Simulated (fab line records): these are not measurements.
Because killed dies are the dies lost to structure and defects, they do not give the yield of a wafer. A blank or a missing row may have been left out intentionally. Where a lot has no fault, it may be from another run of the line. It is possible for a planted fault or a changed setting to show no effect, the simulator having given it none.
What tool caused it? / flow sky130 / route of 708 steps, sampled at 1 step: 7 lots, 21 wafers

WHAT THE GAUGES SHOWED, per wafer
SKY_POLY_CUT_OVL_MEAS_09.
lot=L635; measured=day 26 04:08; on=overlay-01; POLY_CUT_OVL (nm)=8 5 3
lot=L639; measured=day 27 16:19; on=overlay-01; POLY_CUT_OVL (nm)=0 1 -5
lot=L644; measured=day 29 13:19; on=overlay-02; POLY_CUT_OVL (nm)=-6 -6 -7
lot=L646; measured=day 30 01:21; on=overlay-01; POLY_CUT_OVL (nm)=-16 -6 -11
lot=L649; measured=day 30 18:12; on=overlay-01; POLY_CUT_OVL (nm)=3 9 8
lot=L651; measured=day 31 08:13; on=overlay-02; POLY_CUT_OVL (nm)=2 3 4
lot=L654; measured=day 32 09:28; on=overlay-01; POLY_CUT_OVL (nm)=6 4 5

EACH LOT AND THE TOOL THAT RAN IT (in order: tool; ch and the chambers of the sampled wafers; start)
The record shows no process step preceding these readings.

THE ANSWER, worked out from the rows above alone
Rule: the usual values come from the lots themselves. The widest of any qualifying gaps counts: lots, ordered by their means at a reading, are off when they make up no more than a third of the lots, leave a main group of 4 or more, and stand apart from it by 3 or more times the standard deviation of that group's means. Not used: any main group whose means are identical at the precision the tables above print for the reading. A lot without any number at a reading at which 4 lots or more have one is off too. All remaining lots with rows at the step are treated as sound.
None of the lots is off at any reading shown; this tells nothing.

WHAT THE SIMULATOR HAD INSERTED
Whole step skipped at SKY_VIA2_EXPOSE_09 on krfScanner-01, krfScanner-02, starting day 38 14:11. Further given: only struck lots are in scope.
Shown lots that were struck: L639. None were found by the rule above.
